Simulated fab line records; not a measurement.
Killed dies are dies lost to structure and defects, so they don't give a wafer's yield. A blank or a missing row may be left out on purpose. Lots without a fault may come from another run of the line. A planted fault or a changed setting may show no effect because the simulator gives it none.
Problem report in the 8D (eight disciplines) form, filled by code    flow gf180mcu    the parts of the form that need people (team, actions taken, sign-off) are left out

1. THE PROBLEM
runLengthS at GF_STI_ETCH_14 reads a mean of 120.7 s on 2 wafers of 2 lots; wafers without a fault read 131.2 s with a standard deviation of 0.4. That puts it -26 standard deviations away from the usual mean.
The step: etches Si in HBr/Cl2/O2, target depth 360 nm, time 102.9 s.
Earliest sighting: wafer L478.2 on rieSi-02 at day 2 17:19. The record holds 39 wafers of 13 lots with a number at this step. By rule, "out" or "out of limits" means more than 4 standard deviations away from the usual mean. The other wafers with a number count as sound.

2. WHAT IT IS; WHAT IT IS NOT
question                     is                is not
which readings at this step  runLengthS        drypumpMotorCurrentA, oesProductAu
which lots                   L478, L479        L476, L477, L481, L482, L488, L491, L492, L493, L494, L496, L498
which wafers of those lots   L478.2, L479.6    L478.1, L478.4, L479.3, L479.5
read on which tools          rieSi-02          rieSi-01
when                         from day 2 17:19  up to then (8 sound wafers); but 29 sound wafers of L479, L481, L482, L488, L491, L492, L493, L494, L496, L498 came after

3. SUSPECTS, AND WHAT RULES EACH OUT
Counting: any tool at a process step up to the reading remains a suspect provided it ran every lot that is out. Sound lots after the first of them don't rule it out here, since some wafers of a struck lot are sound.
- rieSi-02 at GF_STI_ETCH_14 (etches Si in HBr/Cl2/O2, target depth 360 nm, time 102.9 s): kept. It processed each lot that is out (first: L478, day 2 17:19); up to then, its last sound lot is L477 (day 2 11:49). Out on those wafers are its own readings of runLengthS.
- rieSi-02, GF_STI_ETCH_14: wafers that are out in chamber 0, sound lot-mates in chambers 1, 2, 3.
Remaining after the count: rieSi-02 at GF_STI_ETCH_14.

4. THE CAUSE (what the simulator had put in)
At GF_STI_ETCH_14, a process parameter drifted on rieSi-02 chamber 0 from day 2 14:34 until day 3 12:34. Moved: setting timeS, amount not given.
After counting, this tool was the only one left.

5. THE EFFECT CHAIN, in route order
One row per reading whose mean, taken over the struck wafers that have a number, lies over 3 standard deviations from the usual. Only readings whose record carries a usual standard deviation are examined. hours: median over the lots of the time between each lot's start at the first step of this table that gives one and its start at this step. sigmas: the change, counted in usual standard deviations.
hours  step            reading     usual    on struck wafers  change  sigmas
0      GF_STI_ETCH_14  runLengthS  131.2 s  120.7             -10.5   -26
Here are the process steps it includes:
- GF_STI_ETCH_14: etches Si in HBr/Cl2/O2, target depth 360 nm, time 102.9 s.
Later measuring or inspecting steps at which every struck wafer that the step has a row for has a number for every such reading, and none has moved that far: GF_HV_LDD_OVL_MEAS_20.

6. WHAT WOULD HAVE CAUGHT IT SOONER
The fault began at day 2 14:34; the first out-of-limits reading in this record came at day 2 17:19, 3 hours later.
